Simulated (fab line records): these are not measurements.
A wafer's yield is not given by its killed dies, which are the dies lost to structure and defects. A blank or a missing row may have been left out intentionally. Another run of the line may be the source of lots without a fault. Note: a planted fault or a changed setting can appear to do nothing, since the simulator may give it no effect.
Split-lot study + flow sky130 + 5 lots, 23 wafers read, on a route of 708 steps

== THE SPLIT ITSELF ==
At SKY_SONOS_TUNNEL_DEVELOP_06 (develop time 60 s), the setting dev temp c was moved away from the recipe's 23 C on 10 of the 23 wafers read, by -15.0% to -8.8%. This setting was run at the recipe's value on the other wafers.

There is no step in the file separating the split from the reading.

== THE READING ==
cd nm at SKY_SONOS_TUNNEL_CD_MEAS_07, given in nm (cd target 410 nm). Typical for fault-free wafers on this fab line: 410.2 nm, with standard deviation 2 nm.

| wafer  | tool, chamber at the split | dev temp c as run, C | against the recipe | cd nm, nm | against lot-mates on the recipe |
|--------|----------------------------|----------------------|--------------------|-----------|---------------------------------|
| L074.1 | litho track-01, 0          | 23                   | recipe             | 409.4     | -                               |
| L074.2 | litho track-01, 0          | 20.98                | -8.8%              | 414.5     | +5.1                            |
| L074.4 | litho track-01, 0          | 20.98                | -8.8%              | 414.8     | +5.4                            |
| L074.5 | litho track-01, 0          | 23                   | recipe             | 409.5     | -                               |
| L074.6 | litho track-01, 0          | 20.98                | -8.8%              | 415.6     | +6.2                            |
| L078.1 | litho track-04, 0          | 20.54                | -10.7%             | 417.9     | +5.6                            |
| L078.2 | litho track-04, 0          | 20.54                | -10.7%             | 418.3     | +6.0                            |
| L078.3 | litho track-04, 0          | 23                   | recipe             | 411.8     | -                               |
| L078.5 | litho track-04, 0          | 23                   | recipe             | 412.6     | -                               |
| L078.6 | litho track-04, 0          | 23                   | recipe             | 412.4     | -                               |
| L080.1 | litho track-01, 0          | 23                   | recipe             | 406.1     | -                               |
| L080.3 | litho track-01, 0          | 23                   | recipe             | 406.1     | -                               |
| L080.6 | litho track-01, 0          | 23                   | recipe             | 405.2     | -                               |
| L082.1 | litho track-01, 0          | 20.97                | -8.8%              | 420.1     | +8.5                            |
| L082.3 | litho track-01, 0          | 20.97                | -8.8%              | 417.4     | +5.8                            |
| L082.4 | litho track-01, 0          | 20.97                | -8.8%              | 418.8     | +7.2                            |
| L082.5 | litho track-01, 0          | 23                   | recipe             | 412.3     | -                               |
| L082.6 | litho track-01, 0          | 23                   | recipe             | 411.0     | -                               |
| L085.1 | litho track-04, 0          | 23                   | recipe             | 409.1     | -                               |
| L085.2 | litho track-04, 0          | 23                   | recipe             | 409.5     | -                               |
| L085.4 | litho track-04, 0          | 23                   | recipe             | 409.5     | -                               |
| L085.5 | litho track-04, 0          | 19.55                | -15.0%             | 421.2     | +11.8                           |
| L085.6 | litho track-04, 0          | 19.55                | -15.0%             | 423.3     | +13.9                           |

THE FIT
A straight line over all 23 wafers: cd nm changes by -0.83 nm for each +1% of dev temp c; r = -0.90; the points scatter about the line by 2.2 nm.
The same after taking each lot's own level away (the mean of its wafers on the recipe; 23 wafers): -0.75 nm for each +1%; r = -0.97; scatter 1.1 nm.
On that fit, the largest move of dev temp c shifts the reading by 11 nm.
Across the lots, their own levels run from 405.80 to 412.27 nm, a range of 3.2 times the standard deviation given above.
So the slope is not independent of the lot-to-lot level: the two fits are not the same.
Check: for one of the wafers moved furthest among these (-15.0%), held out of the fit, the line's prediction against its lot-mates is +10.9 nm. It came out at +11.8 nm against them.

== ADDITIONAL SPLITS CARRIED BY THESE WAFERS ==
These wafers also went through other splits before the reading. Each is held against what the fit with the lots' levels taken away leaves over:
| other split on the same wafers               | wafers away from the commonest value | r with cd nm (lot level and that fit taken away) |
|----------------------------------------------|--------------------------------------|--------------------------------------------------|
| SKY_VT_ADJUST_LVTN_SOFTBAKE_14 temp c        | 12                                   | +0.29                                            |
| SKY_VT_ADJUST_NCORE_COAT_02 resist thk nm    | 12                                   | -0.01                                            |
| SKY_VT_ADJUST_HVTR_DEVELOP_06 develop time s | 9                                    | +0.48                                            |
| SKY_VT_ADJUST_PCH_COAT_02 spin rpm           | 8                                    | -0.16                                            |
| SKY_VT_ADJUST_PCH_IMPLANT_08 energy kev      | 8                                    | -0.02                                            |

== THE FILE'S OWN FIT ==
cd nm changes by -0.74 nm for each +1% of dev temp c, r = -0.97.
